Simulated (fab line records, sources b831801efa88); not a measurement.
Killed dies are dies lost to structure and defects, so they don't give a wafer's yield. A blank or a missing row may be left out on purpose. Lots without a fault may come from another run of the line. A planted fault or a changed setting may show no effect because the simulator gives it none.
fab line records | flow sky130
record lots=6 wafers=18 last_day=50
route steps=708 shown CAPM@538 METAL3@555 PAD_OPEN@708
lots that met no fault: from a run of the same line without faults
start_h: hours from the record's first day to the start of the lot's first wafer shown | wait_h: hours since the lot's step before | " the same as in the row above | L1.1+2: a row that stands for several wafers | - no value, or no start given | * or withheld: withheld | < > ~ a bound
route shown NAME@n: a module of which the file shows steps, and the number in the route of the first | usual: mean/standard deviation of fault-free wafers | same: alike in all rows | chamber/n: place in a boat | sites: the reading at each site | _std_site: their standard deviation | _edge_site: outer sites' mean less inner sites' | radius_mm: how far each site lies from the wafer's centre | mask NAME#n: copy n | behind: the tool/chamber that last shaped the wafer | hold: why the lot was held/for how many hours/how that ended | device: the transistor (n, p or np) that didn't switch | end of line: the same wafers' tests at the end of the route | a step without rows: its recipe alone | killed: dies lost to structure and defects at the first sort, not the wafer's yield | map: a wafer's dies, x killed, . not, _ none there
set.NAME: the setting as run; set.NAME@STEP: as run at that earlier step | model.NAME: the simulator's own value behind a step, which no gauge read
lots at some steps of the route; a table a step, a row a wafer
services: from which hour (start_h, from the record's first day; less than 0 if before it) a tool's chamber was out of use, for how many hours, and why
## steps
# step SKY_CAPM_THK_MEAS_01
# recipe reads=SiO2_of_CAPM_CVD_00
# usual CAPM_CVD_00_THK=15.45/0.25
# columns lot.wafer tool chamber start_h wait_h CAPM_CVD_00_THK[nm]
L810.4 film_metro-01 - 889.74 - 15.43
L810.5 " - " " 15.41
L810.6 " - " " 15.85
L811.2 film_metro-01 - 899.92 - 15.17
L811.5 " - " " 15.34
L811.6 " - " " 15.25
L816.2 film_metro-01 - 929.27 - 15.25
L816.3 " - " " 15.45
L816.4 " - " " 15.66
L819.3 film_metro-03 - 945.72 - 15.59
L819.4 " - " " 15.54
L819.6 " - " " 15.64
L826.3 film_metro-01 - 999.85 - 15.12
L826.5 " - " " 15.34
L826.6 " - " " 15.63
L827.2 film_metro-01 - 1006.86 - 15.47
L827.3 " - " " 15.67
L827.5 " - " " 15.75
# step SKY_CAPM_SPUTTER_02
# recipe material=TiN target_thk_nm=200 temp_c=300 power_w=6500 time_s=166.7 chamber_pressure_pa=0.4
# usual throttle_valve_pct=30.8/0.93
# columns lot.wafer tool chamber start_h wait_h throttle_valve_pct
L810.4 pvd_sputter-04 - 889.77 0.0 30.7
L810.5 " - " " 31.4
L810.6 " - " " 31.5
L811.2 pvd_sputter-04 - 899.97 0.0 29.7
L811.5 " - " " 31.4
L811.6 " - " " 29.5
L816.2 pvd_sputter-02 - 929.32 0.0 30.1
L816.3 " - " " 31.8
L816.4 " - " " 30.4
L819.3 pvd_sputter-02 - 945.76 0.0 30.1
L819.4 " - " " 29.8
L819.6 " - " " 30.2
L826.3 pvd_sputter-03 - 999.89 0.0 33.1
L826.5 " - " " 32.2
L826.6 " - " " 29.1
L827.2 pvd_sputter-03 - 1006.91 0.0 29.6
L827.3 " - " " 32.3
L827.5 " - " " 32.0
# step SKY_CAPM_RS_MEAS_03
# recipe thk_meas_gauge=four-point-probe reads=TiN_of_CAPM_SPUTTER_02
# usual CAPM_TIN_RS=6.88/0.081
# columns lot.wafer tool chamber start_h wait_h CAPM_TIN_RS[ohm/sq]
L810.4 film_metro-02 - 889.94 0.1 6.91
L810.5 " - " " 6.81
L810.6 " - " " 6.92
L811.2 film_metro-02 - 900.10 0.1 6.99
L811.5 " - " " 6.97
L811.6 " - " " 6.98
L816.2 film_metro-03 - 929.45 0.1 6.88
L816.3 " - " " 6.93
L816.4 " - " " 6.80
L819.3 film_metro-01 - 945.91 0.1 6.83
L819.4 " - " " 6.97
L819.6 " - " " 6.91
L826.3 film_metro-03 - 1000.04 0.1 6.93
L826.5 " - " " 6.84
L826.6 " - " " 6.85
L827.2 film_metro-02 - 1007.04 0.1 6.91
L827.3 " - " " 6.85
L827.5 " - " " 6.86
# step SKY_CAPM_THK_MEAS_04
# recipe thk_meas_gauge=xrf reads=TiN_of_CAPM_SPUTTER_02
# usual CAPM_TIN_THK=200.5/2.6
# columns lot.wafer tool chamber start_h wait_h CAPM_TIN_THK[nm]
L810.4 film_metro-02 - 890.03 0.1 199.2
L810.5 " - " " 202.9
L810.6 " - " " 199.8
L811.2 film_metro-02 - 900.21 0.1 197.4
L811.5 " - " " 198.7
L811.6 " - " " 197.1
L816.2 film_metro-03 - 929.56 0.1 199.9
L816.3 " - " " 198.5
L816.4 " - " " 202.2
L819.3 film_metro-01 - 946.01 0.1 202.7
L819.4 " - " " 197.5
L819.6 " - " " 199.9
L826.3 film_metro-03 - 1000.14 0.1 199.2
L826.5 " - " " 200.1
L826.6 " - " " 199.9
L827.2 film_metro-02 - 1007.15 0.1 201.5
L827.3 " - " " 202.2
L827.5 " - " " 202.7
# step SKY_CAPM_DEHYDRATE_05
# recipe temp_c=200 time_s=60
# step SKY_CAPM_HMDS_06
# recipe prime_time_s=60 prime_temp_c=120
# step SKY_CAPM_COAT_07
# recipe resist=NOVOLAK spin_rpm=3000 resist_thk_nm=1140
# step SKY_CAPM_SOFTBAKE_08
# recipe temp_c=90 time_s=60 resist=NOVOLAK
# step SKY_CAPM_EXPOSE_09
# recipe mask_id=CAPM na=0.6 source_shape=conventional sigma_outer=0.6 polarization=unpolarized target_cd_nm=1000 dose_mj=159
# step SKY_CAPM_PEB_10
# recipe temp_c=withheld time_s=* resist=NOVOLAK
# step SKY_CAPM_DEVELOP_11
# recipe resist=NOVOLAK developer=TMAH develop_time_s=61.76 dev_temp_c=23
# step SKY_CAPM_OVL_MEAS_12
# usual CAPM_OVL=-1.1/1.5
# columns lot.wafer tool chamber start_h wait_h CAPM_OVL[nm]
L810.4 overlay-01 - 915.57 0.1 -1.4
L810.5 " - " " -0.1
L810.6 " - " " -1.7
L811.2 overlay-02 - 924.89 0.1 -2.5
L811.5 " - " " -3.5
L811.6 " - " " -3.6
L816.2 overlay-02 - 953.90 0.1 -1.4
L816.3 " - " " -2.6
L816.4 " - " " -2.3
L819.3 overlay-02 - 969.42 0.1 -2.3
L819.4 " - " " -3.3
L819.6 " - " " -1.5
L826.3 overlay-01 - 1022.70 0.1 1.0
L826.5 " - " " 0.4
L826.6 " - " " 0.2
L827.2 overlay-01 - 1029.64 0.1 2.2
L827.3 " - " " 1.4
L827.5 " - " " 1.0
# step SKY_CAPM_METAL_ETCH_13
# recipe target_depth_nm=220 stop_on=SiO2 chemistry=Cl2/BCl3 target=TiN pressure_mtorr=10 icp_w=900 bias_w=48.5 Cl2_flow_sccm=60 bcl3_flow_sccm=30 time_s=62.9
# usual drypump_motor_current_A=5.4/0.33 oes_product_au=0.944/0.0074 run_length_s=91.2/0.39 throttle_valve_pct=21.899/0.01
# columns lot.wafer tool chamber start_h wait_h drypump_motor_current_A oes_product_au rf_hours_counter_h run_length_s throttle_valve_pct model.NOVOLAK_of_CAPM_COAT_07.thk_nm model.SiO2_of_CAPM_CVD_00.thk_nm
L810.4 rie_metal-01 0 915.62 0.0 5.1 0.942 - 91.2 21.901 993.6 15.43
L810.5 " 0 " " 5.1 0.945 - 91.4 21.898 998.5 15.4
L810.6 " 1 " " 5.6 0.941 - 90.9 21.896 994.6 15.78
L811.2 rie_metal-04 0 924.92 0.0 5.6 0.935 9 91.6 21.923 992.2 15.11
L811.5 " 1 " " 5.6 0.930 - 91.0 21.908 993.9 15.33
L811.6 " 0 " " 5.6 0.941 - 92.0 21.912 992.8 15.23
L816.2 rie_metal-01 0 953.93 0.0 5.1 0.875 15 99.9 21.939 968.9 12.23
L816.3 " 0 " " 5.1 0.868 - 99.9 21.931 972.3 12.39
L816.4 " 1 " " 5.7 0.949 - 90.9 21.899 986.1 15.62
L819.3 rie_metal-01 1 969.47 0.0 5.6 0.950 - 91.3 21.883 983 15.6
L819.4 " 0 " " 5.1 0.870 - 99.7 21.940 968.5 12.48
L819.6 " 0 " " 5.1 0.871 - 99.9 21.940 968.7 12.63
L826.3 rie_metal-03 0 1022.75 0.0 5.7 0.945 - 90.3 21.908 993.6 15.08
L826.5 " 1 " " 4.7 0.947 - 91.8 21.883 1004 15.32
L826.6 " 0 " " 5.7 0.948 - 91.0 21.889 998.1 15.6
L827.2 rie_metal-01 0 1029.67 0.0 5.1 0.946 19 91.6 21.891 991.5 15.51
L827.3 " 0 " " 5.1 0.942 - 91.2 21.915 992.5 15.64
L827.5 " 0 " " 5.1 0.946 - 91.8 21.906 992 15.8
# step SKY_CAPM_STRIP_14
# recipe chemistry=O2/N2 power_w=1400 pressure_mtorr=1500 platen_temp_c=withheld o2_flow_sccm=3000 n2_flow_sccm=300 overash_fraction=0.5
# usual drypump_motor_current_A=5.7/0.43 o2_flow_sccm=3000/8.5 oes_product_au=0.710/0.0046 strip_time_to_endpoint_s=12.63/0.05
# columns lot.wafer tool chamber start_h wait_h drypump_motor_current_A o2_flow_sccm oes_product_au rf_hours_counter_h strip_time_to_endpoint_s
L810.4 plasma_asher-03 0 915.70 0.1 5.7 2998 0.707 - 12.65
L810.5 " 1 " " 6.7 2992 0.711 - 12.72
L810.6 " 0 " " 5.7 3019 0.698 - 12.66
L811.2 plasma_asher-03 0 925.00 0.1 5.7 2994 0.707 50 12.64
L811.5 " 0 " " 5.7 2998 0.712 - 12.66
L811.6 " 1 " " 6.7 2994 0.708 - 12.66
L816.2 plasma_asher-02 1 954.00 0.1 5.6 3000 0.712 71 12.38
L816.3 " 1 " " 5.6 2996 0.711 - 12.40
L816.4 " 0 " " 5.6 2995 0.711 - 12.56
L819.3 plasma_asher-01 1 969.55 0.1 5.4 3004 0.705 - 12.53
L819.4 " 0 " " 5.2 2994 0.709 - 12.36
L819.6 " 1 " " 5.4 3003 0.715 - 12.37
L826.3 plasma_asher-02 1 1022.83 0.1 5.6 2999 0.705 - 12.66
L826.5 " 0 " " 5.6 3002 0.711 - 12.76
L826.6 " 1 " " 5.6 3008 0.710 - 12.69
L827.2 plasma_asher-01 1 1029.75 0.1 5.4 3013 0.706 128 12.64
L827.3 " 1 " " 5.4 2996 0.715 - 12.64
L827.5 " 1 " " 5.4 3009 0.710 - 12.64
# step SKY_CAPM_STRIP_15
# recipe chemistry=post_etch_residue_remover time_s=1200 temp_c=72.5
# step SKY_CAPM_CLEAN_16
# recipe chemistry=IPA time_s=180 temp_c=25
# step SKY_CAPM_CLEAN_17
# recipe chemistry=O3/DIW dry=n2_spin
# step SKY_METAL3_DEHYDRATE_05
# recipe temp_c=200 time_s=60
# step SKY_METAL3_HMDS_06
# recipe prime_time_s=60 prime_temp_c=120
# step SKY_METAL3_COAT_07
# recipe resist=BARC temp_c=withheld time_s=withheld spin_rpm=3000 resist_thk_nm=60
# step SKY_METAL3_COAT_08
# recipe resist=KrF-thick spin_rpm=3000 resist_thk_nm=1140
# step SKY_METAL3_SOFTBAKE_09
# recipe temp_c=100 time_s=90 resist=KrF-thick
# step SKY_METAL3_EXPOSE_10
# recipe mask_id=MM3 na=0.68 source_shape=annular sigma_inner=0.4 sigma_outer=0.8 target_cd_nm=300 dose_mj=28
# step SKY_METAL3_PEB_11
# recipe peb_temp_c=withheld peb_time_s=withheld resist=KrF-thick
# step SKY_METAL3_DEVELOP_12
# recipe develop_time_s=60 resist=KrF-thick dev_temp_c=21
# step SKY_METAL3_CD_MEAS_13
# recipe target_cd_nm=300
# usual cd_nm=299.9/1.6
# columns lot.wafer tool chamber start_h wait_h cd_nm
L810.4 cd_sem-02 - 940.54 - 299.0
L810.5 " - " " 300.5
L810.6 " - " " 299.8
L811.2 cd_sem-01 - 950.30 - 300.1
L811.5 " - " " 299.3
L811.6 " - " " 299.9
L816.2 cd_sem-02 - 979.00 - 299.9
L816.3 " - " " 300.6
L816.4 " - " " 299.9
L819.3 cd_sem-02 - 993.59 - 297.2
L819.4 " - " " 297.8
L819.6 " - " " 297.9
L826.3 cd_sem-02 - 1046.00 - 299.6
L826.5 " - " " 299.4
L826.6 " - " " 299.5
L827.2 cd_sem-01 - 1053.03 - 301.9
L827.3 " - " " 301.5
L827.5 " - " " 301.0
# step SKY_METAL3_OVL_MEAS_14
# usual METAL3_OVL=-1/5.5
# columns lot.wafer tool chamber start_h wait_h METAL3_OVL[nm]
L810.4 overlay-02 - 940.62 0.1 2
L810.5 " - " " -1
L810.6 " - " " 10
L811.2 overlay-01 - 950.41 0.1 -5
L811.5 " - " " -11
L811.6 " - " " 5
L816.2 overlay-01 - 979.11 0.1 -2
L816.3 " - " " -1
L816.4 " - " " -1
L819.3 overlay-02 - 993.69 0.1 10
L819.4 " - " " 11
L819.6 " - " " 4
L826.3 overlay-01 - 1046.09 0.1 -8
L826.5 " - " " -11
L826.6 " - " " 7
L827.2 overlay-01 - 1053.14 0.1 -4
L827.3 " - " " -8
L827.5 " - " " 0
# step SKY_METAL3_DESCUM_15
# recipe chemistry=O2 source_power_w=150 bias_power_w=0 pressure_mtorr=10 temp_c=40 time_s=8
# usual drypump_motor_current_A=5.7/0.34 oes_product_au=1.006/0.01
# columns lot.wafer tool chamber start_h wait_h drypump_motor_current_A oes_product_au rf_hours_counter_h
L810.4 rie_metal-04 0 940.65 0.0 5.6 1.014 -
L810.5 " 1 " " 5.5 1.014 -
L810.6 " 0 " " 5.6 1.007 -
L811.2 rie_metal-01 0 950.44 0.0 5.1 1.005 15
L811.5 " 0 " " 5.1 1.010 -
L811.6 " 1 " " 5.6 1.014 -
L816.2 rie_metal-02 0 979.14 0.0 6.0 1.022 20
L816.3 " 1 " " 6.3 0.979 -
L816.4 " 0 " " 6.0 1.001 -
L819.3 rie_metal-02 0 993.72 0.0 6.0 1.020 -
L819.4 " 1 " " 6.3 0.994 -
L819.6 " 0 " " 6.0 1.018 -
L826.3 rie_metal-01 1 1046.13 0.0 5.6 1.007 -
L826.5 " 0 " " 5.1 0.995 -
L826.6 " 1 " " 5.6 1.000 -
L827.2 rie_metal-04 1 1053.17 0.0 5.5 0.995 11
L827.3 " 0 " " 5.6 1.011 -
L827.5 " 0 " " 5.6 1.011 -
# step SKY_METAL3_ETCH_16
# recipe chemistry=N2/H2 target=BARC ion_energy_ev=200 bias_w=100 pressure_mtorr=30 n2_flow_sccm=100 h2_flow_sccm=200 icp_w=500 stop_on=SiO2 time_s=88.2 target_depth_a=600
# usual drypump_motor_current_A=5.7/0.34 h2_flow_sccm=200.0/0.71 oes_product_au=0.626/0.005 run_length_s=116.5/0.38 throttle_valve_pct=13.205/0.0097
# columns lot.wafer tool chamber start_h wait_h drypump_motor_current_A h2_flow_sccm oes_product_au rf_hours_counter_h run_length_s throttle_valve_pct
L810.4 rie_metal-04 0 940.70 0.0 5.6 200.5 0.622 - 117.0 13.200
L810.5 " 1 " " 5.5 199.4 0.625 - 116.3 13.205
L810.6 " 0 " " 5.6 198.4 0.630 - 116.8 13.197
L811.2 rie_metal-01 0 950.47 0.0 5.1 199.1 0.635 15 116.4 13.201
L811.5 " 0 " " 5.1 199.0 0.632 - 116.9 13.220
L811.6 " 1 " " 5.7 199.9 0.623 - 116.1 13.207
L816.2 rie_metal-02 0 979.17 0.0 6.0 200.0 0.627 20 116.0 13.218
L816.3 " 1 " " 6.3 198.9 0.619 - 116.7 13.206
L816.4 " 0 " " 6.0 200.4 0.639 - 116.1 13.201
L819.3 rie_metal-02 0 993.77 0.0 6.0 200.5 0.628 - 116.2 13.197
L819.4 " 1 " " 6.3 201.1 0.631 - 116.4 13.222
L819.6 " 0 " " 6.0 200.6 0.629 - 116.3 13.208
L826.3 rie_metal-01 1 1046.18 0.0 5.6 199.3 0.625 - 116.1 13.212
L826.5 " 0 " " 5.1 199.6 0.632 - 116.4 13.213
L826.6 " 1 " " 5.6 199.2 0.619 - 116.3 13.198
L827.2 rie_metal-04 1 1053.20 0.0 5.6 200.6 0.626 11 116.3 13.206
L827.3 " 0 " " 5.6 201.2 0.619 - 117.4 13.189
L827.5 " 0 " " 5.6 199.8 0.630 - 116.8 13.198
# step SKY_METAL3_ETCH_17
# recipe target=SiO2 stop_on=TiN chemistry=C4F8/O2/Ar source_w=1500 bias_w=1200 pressure_mtorr=40 c4f8_flow_sccm=withheld O2_flow_sccm=6 Ar_flow_sccm=300 time_s=3.9 target_depth_a=150
# usual oes_product_au=0.753/0.0078
# columns lot.wafer tool chamber start_h wait_h oes_product_au rf_hours_counter_h
L810.4 rie_diel-04 1 940.77 0.0 0.754 11
L810.5 " 2 " " 0.750 -
L810.6 " 3 " " 0.761 -
L811.2 rie_diel-02 1 950.57 0.1 0.751 4
L811.5 " 1 " " 0.751 -
L811.6 " 2 " " 0.745 -
L816.2 rie_diel-02 1 979.27 0.1 0.673 5
L816.3 " 3 " " 0.684 16
L816.4 " 2 " " 0.761 19
L819.3 rie_diel-03 0 993.84 0.0 0.751 13
L819.4 " 1 " " 0.681 14
L819.6 " 3 " " 0.687 -
L826.3 rie_diel-04 3 1046.25 0.0 0.742 10
L826.5 " 3 " " 0.740 -
L826.6 " 0 " " 0.756 -
L827.2 rie_diel-04 0 1053.30 0.1 0.749 19
L827.3 " 2 " " 0.754 9
L827.5 " 3 " " 0.754 -
# step SKY_METAL3_METAL_ETCH_18
# recipe target_depth_a=8450 stop_on=SiO2 over_etch_frac=0.3 time_s=183.1 chemistry=Cl2/BCl3 resist_sidewall_deg=88 pressure_mtorr=10 icp_w=900 bias_w=48.5 Cl2_flow_sccm=60 bcl3_flow_sccm=30
# usual drypump_motor_current_A=5.8/0.39 oes_product_au=0.867/0.0082 run_length_s=211.4/0.68 throttle_valve_pct=22.264/0.0099
# columns lot.wafer tool chamber start_h wait_h drypump_motor_current_A oes_product_au rf_hours_counter_h run_length_s throttle_valve_pct
L810.4 rie_metal-01 0 940.85 0.1 5.1 0.862 - 211.3 22.289
L810.5 " 0 " " 5.1 0.863 - 211.4 22.258
L810.6 " 1 " " 5.6 0.871 - 211.2 22.259
L811.2 rie_metal-02 1 950.59 0.0 6.3 0.872 3 211.4 22.261
L811.5 " 0 " " 6.0 0.872 - 211.4 22.252
L811.6 " 1 " " 6.2 0.861 - 211.3 22.260
L816.2 rie_metal-01 1 979.29 0.0 5.6 0.863 13 211.0 22.267
L816.3 " 1 " " 5.6 0.861 - 211.2 22.275
L816.4 " 0 " " 5.1 0.868 - 211.5 22.254
L819.3 rie_metal-04 0 993.92 0.1 5.6 0.864 - 212.2 22.272
L819.4 " 1 " " 5.5 0.862 - 211.3 22.276
L819.6 " 0 " " 5.6 0.866 - 211.8 22.277
L826.3 rie_metal-04 1 1046.32 0.1 5.6 0.868 - 211.1 22.279
L826.5 " 0 " " 5.6 0.873 - 211.8 22.275
L826.6 " 1 " " 5.5 0.869 - 211.1 22.255
L827.2 rie_metal-02 1 1053.32 0.0 6.3 0.869 11 211.8 22.271
L827.3 " 1 " " 6.3 0.861 - 211.2 22.254
L827.5 " 0 " " 6.0 0.885 - 210.8 22.248
# step SKY_PAD_OPEN_PROBE_99
# usual defect_limited_yield=82.6/1.9 killed_at_M0_to_M3=42/7 killed_at_M4_up=3.2/1.6 killed_at_contacts=24/5.8 killed_at_front_end=16/4.3 killed_at_other=0.3/0.62 killed_dies=86/9.5 killed_open=46/6.4 killed_short=39/6.3 sort_bin_3_pad_short=0.9/0.43 sort_bin_5_function=10.5/1.4 sort_bin_6_memory=6.1/1.2 sort_n_pass=406/9.5 sort_yield_pct=82.6/1.9
# same gross_dies=492 killed_at_back_side=0 sort_bin_4_leakage[%]=0 sort_bin_8_speed[%]=0
# columns lot.wafer tool chamber start_h wait_h defect_limited_yield[%] killed_at_M0_to_M3 killed_at_M4_up killed_at_contacts killed_at_front_end killed_at_other killed_dies killed_open killed_short sort_bin_3_pad_short[%] sort_bin_5_function[%] sort_bin_6_memory[%] sort_n_pass sort_yield_pct[%] model.etest.cap_mim.bv_v model.etest.cap_mim.leak_log10_a_cm2
L810.4 prober-02 - 1107.56 0.2 82.5 50 1 15 19 1 86 54 31 0.6 11.4 5.5 406 82.5 14.01 -8.989
L810.5 prober-02 - 1107.61 0.2 82.9 39 3 25 17 0 84 47 36 0.8 7.3 8.9 408 82.9 14.13 -9.077
L810.6 prober-02 - 1107.66 0.2 83.5 48 4 12 14 3 81 44 34 0.6 10.4 5.5 411 83.5 14.29 -8.922
L811.2 prober-02 - 1116.57 0.1 81.5 49 2 26 14 0 91 47 44 1.4 11.8 5.3 401 81.5 13.4 -9.061
L811.5 prober-02 - 1116.72 0.2 81.5 47 3 31 10 0 91 46 45 1.2 10.6 6.7 401 81.5 14.13 -8.782
L811.6 prober-02 - 1116.77 0.2 84.3 41 3 20 13 0 77 36 41 1.0 8.9 5.7 415 84.3 13.73 -9.085
L816.2 prober-02 - 1140.21 0.1 84.1 46 5 20 6 1 78 36 42 0.8 10.0 5.1 414 84.1 13.18 -8.583
L816.3 prober-02 - 1140.26 0.2 84.8 39 2 13 20 1 75 37 38 0.6 10.0 4.7 417 84.8 13.26 -8.626
L816.4 prober-02 - 1140.31 0.2 84.8 34 1 25 15 0 75 42 33 1.2 8.9 5.1 417 84.8 14.54 -9.073
L819.3 prober-01 - 1150.55 0.2 79.3 58 4 24 16 0 102 53 48 0.6 11.2 8.9 390 79.3 14.15 -8.891
L819.4 prober-01 - 1150.60 0.2 85.8 36 2 20 12 0 70 39 31 1.2 8.1 4.9 422 85.8 13.34 -8.576
L819.6 prober-01 - 1150.70 0.2 86.4 35 1 18 13 0 67 38 28 0.8 6.9 5.9 425 86.4 13.68 -8.643
L826.3 prober-02 - 1188.91 0.2 82.5 35 6 30 15 0 86 42 44 0.4 10.2 6.9 406 82.5 13.57 -8.889
L826.5 prober-02 - 1189.01 0.2 81.3 42 3 24 23 0 92 46 46 1.4 11.4 5.9 400 81.3 13.91 -8.913
L826.6 prober-02 - 1189.06 0.2 82.3 45 3 21 16 2 87 40 46 0.4 11.4 5.9 405 82.3 13.63 -8.966
L827.2 prober-01 - 1194.02 0.1 83.1 33 1 31 18 0 83 47 36 1.0 10.8 5.1 409 83.1 13.56 -8.981
L827.3 prober-01 - 1194.07 0.2 80.1 51 4 18 25 0 98 49 49 1.2 12.4 6.3 394 80.1 13.87 -9.107
L827.5 prober-01 - 1194.17 0.2 80.1 46 2 31 19 0 98 50 48 1.0 10.8 8.1 394 80.1 14.46 -8.899
# killed by level:class
L810.4 VIA1:geometric_particle:open=11 VIA2:geometric_particle:open=11 CONTACT:geometric_particle:open=7 POLY_GATE:geometric_particle:open=6 FIELD_ISO:geometric_particle:open=5 METAL1:geometric_particle:short=5 VIA1:geometric_particle:short=5 VIA3:geometric_particle:open=5
L810.5 VIA1:geometric_particle:open=16 LOCAL_INTERCONNECT:geometric_particle:short=9 VIA3:geometric_particle:open=8 FIELD_ISO:geometric_particle:short=7 LI_CONTACT:geometric_particle:open=6 CONTACT:geometric_particle:open=5 FIELD_ISO:geometric_particle:open=4 CONTACT:geometric_particle:short=4
L810.6 VIA1:geometric_particle:open=7 VIA3:geometric_particle:open=7 CONTACT:geometric_particle:open=6 VIA2:geometric_particle:open=6 METAL1:geometric_particle:short=4 METAL2:geometric_particle:short=4 METAL2:coat_microbubble_printed=3 FIELD_ISO:geometric_particle:open=3
L811.2 VIA3:geometric_particle:open=13 LI_CONTACT:geometric_particle:open=7 CONTACT:geometric_particle:open=7 POLY_GATE:geometric_particle:short=6 LOCAL_INTERCONNECT:geometric_particle:short=6 METAL1:geometric_particle:short=6 VIA1:geometric_particle:short=6 VIA1:geometric_particle:open=6
L811.5 LI_CONTACT:geometric_particle:open=9 VIA3:geometric_particle:open=9 VIA1:geometric_particle:open=9 LOCAL_INTERCONNECT:geometric_particle:short=7 CONTACT:geometric_particle:open=7 METAL1:geometric_particle:short=6 METAL2:geometric_particle:short=6 LI_CONTACT:geometric_particle:short=4
L811.6 METAL1:geometric_particle:short=9 VIA1:geometric_particle:open=8 CONTACT:geometric_particle:open=8 METAL2:geometric_particle:short=6 FIELD_ISO:geometric_particle:short=5 LI_CONTACT:geometric_particle:open=5 METAL3:geometric_particle:short=5 FIELD_ISO:geometric_particle:open=4
L816.2 METAL1:geometric_particle:short=11 LOCAL_INTERCONNECT:geometric_particle:short=7 VIA1:geometric_particle:open=7 VIA2:geometric_particle:open=6 METAL3:geometric_particle:short=5 CONTACT:geometric_particle:open=5 METAL2:geometric_particle:short=5 METAL2:geometric_particle:open=4
L816.3 METAL1:geometric_particle:short=8 VIA1:geometric_particle:short=8 FIELD_ISO:geometric_particle:open=7 VIA1:geometric_particle:open=6 VIA2:geometric_particle:open=6 POLY_GATE:geometric_particle:short=4 POLY_GATE:geometric_particle:open=4 LOCAL_INTERCONNECT:geometric_particle:short=4
L816.4 CONTACT:geometric_particle:open=8 VIA1:geometric_particle:open=7 METAL2:geometric_particle:short=6 POLY_GATE:geometric_particle:open=5 LI_CONTACT:geometric_particle:open=5 LOCAL_INTERCONNECT:geometric_particle:short=5 POLY_GATE:geometric_particle:short=4 VIA2:geometric_particle:open=4
L819.3 CONTACT:geometric_particle:open=12 VIA1:geometric_particle:open=11 METAL2:geometric_particle:short=10 VIA3:geometric_particle:open=10 LOCAL_INTERCONNECT:geometric_particle:short=8 VIA1:geometric_particle:short=7 METAL1:geometric_particle:short=6 VIA2:geometric_particle:open=5
L819.4 VIA1:geometric_particle:open=10 VIA2:geometric_particle:open=8 LOCAL_INTERCONNECT:geometric_particle:short=6 CONTACT:geometric_particle:open=6 CONTACT:geometric_particle:short=4 METAL2:geometric_particle:short=4 FIELD_ISO:geometric_particle:short=3 FIELD_ISO:geometric_particle:open=3
L819.6 CONTACT:geometric_particle:open=7 VIA3:geometric_particle:open=7 VIA2:geometric_particle:open=6 FIELD_ISO:geometric_particle:open=4 FIELD_ISO:geometric_particle:short=4 LI_CONTACT:geometric_particle:open=4 CONTACT:geometric_particle:short=4 VIA1:geometric_particle:open=4
L826.3 VIA1:geometric_particle:open=9 CONTACT:geometric_particle:open=8 LI_CONTACT:geometric_particle:open=8 CONTACT:geometric_particle:short=7 VIA3:geometric_particle:short=7 VIA1:geometric_particle:short=5 VIA3:geometric_particle:open=4 FIELD_ISO:geometric_particle:open=3
L826.5 CONTACT:geometric_particle:open=10 VIA1:geometric_particle:short=10 FIELD_ISO:geometric_particle:short=8 VIA3:geometric_particle:open=7 LI_CONTACT:geometric_particle:open=6 VIA1:geometric_particle:open=6 VIA2:geometric_particle:open=6 FIELD_ISO:geometric_particle:open=5
L826.6 CONTACT:geometric_particle:open=10 METAL1:geometric_particle:short=8 VIA1:geometric_particle:open=7 VIA2:geometric_particle:open=7 VIA3:geometric_particle:short=6 METAL2:geometric_particle:short=5 FIELD_ISO:geometric_particle:short=4 VIA2:geometric_particle:short=4
L827.2 CONTACT:geometric_particle:open=13 LI_CONTACT:geometric_particle:open=7 VIA1:geometric_particle:open=6 VIA2:geometric_particle:open=6 FIELD_ISO:geometric_particle:short=5 POLY_GATE:geometric_particle:short=5 LOCAL_INTERCONNECT:geometric_particle:short=5 CONTACT:geometric_particle:short=5
L827.3 POLY_GATE:geometric_particle:short=10 VIA2:geometric_particle:open=10 VIA3:geometric_particle:open=9 CONTACT:geometric_particle:open=9 METAL1:geometric_particle:short=8 VIA1:geometric_particle:open=7 FIELD_ISO:geometric_particle:open=5 METAL2:geometric_particle:short=5
L827.5 VIA2:geometric_particle:open=10 LOCAL_INTERCONNECT:geometric_particle:short=8 CONTACT:geometric_particle:open=8 LI_CONTACT:geometric_particle:open=7 VIA3:geometric_particle:open=7 CONTACT:geometric_particle:short=6 METAL1:geometric_particle:short=6 METAL2:geometric_particle:short=6
## services
# columns tool chamber start_h hours kind
rie_diel-04 3 868.28 8.9 repair
rie_metal-04 - 877.92 2.8 pm
pvd_sputter-03 - 896.23 9.7 repair
rie_diel-03 2 905.86 3.7 repair
rie_metal-03 - 906.17 36.4 repair
rie_diel-02 - 928.71 2.8 pm
rie_metal-02 - 940.78 0.8 repair
rie_diel-02 0 947.24 4.7 repair
rie_diel-03 1 964.69 8.6 repair
pvd_sputter-03 - 964.83 8.9 repair
rie_metal-02 0 970.84 4.1 repair
pvd_sputter-04 - 973.51 3.5 repair
pvd_sputter-03 - 977.73 3.6 repair
plasma_asher-02 - 979.35 2.6 repair
pvd_sputter-02 - 992.35 1.5 repair
plasma_asher-03 - 997.20 2.8 pm
rie_metal-02 1 1002.72 14.9 repair
pvd_sputter-02 - 1007.09 0.6 repair
rie_diel-02 0 1008.15 14.0 repair
rie_metal-04 - 1012.60 15.6 pm
pvd_sputter-03 - 1021.54 1.8 repair
rie_metal-04 - 1041.82 0.6 repair
rie_metal-02 - 1046.15 0.4 repair
rie_metal-01 - 1053.14 28.1 pm
## key
first_sign step=SKY_CAPM_METAL_ETCH_13 reading=run_length_s direction=up sigmas=22 usual=* struck=*
effect step=SKY_CAPM_METAL_ETCH_13 reading=oes_product_au direction=down sigmas=9.8 usual=0.944 struck=0.871
effect step=SKY_CAPM_STRIP_14 reading=strip_time_to_endpoint_s direction=down sigmas=5.1 usual=* struck=*
effect step=SKY_METAL3_ETCH_17 reading=oes_product_au direction=down sigmas=9.3 usual=0.753 struck=0.681
model_effect step=SKY_CAPM_METAL_ETCH_13 value=NOVOLAK_of_CAPM_COAT_07.thk_nm without=989.7 struck=969.6
model_effect step=SKY_PAD_OPEN_PROBE_99 value=etest.cap_mim.bv_v without=14.18 struck=13.36
met_at SKY_CAPM_METAL_ETCH_13
struck_wafers L816.2,L816.3,L819.4,L819.6
onset_between 915.62 953.93
fault kind=process_parameter_drift tool=rie_metal-01 chamber=0 onset_h=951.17 steps=SKY_CAPM_METAL_ETCH_13 channel=time_s offset=* shape=step end_h=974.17 acts_in=* stated=*
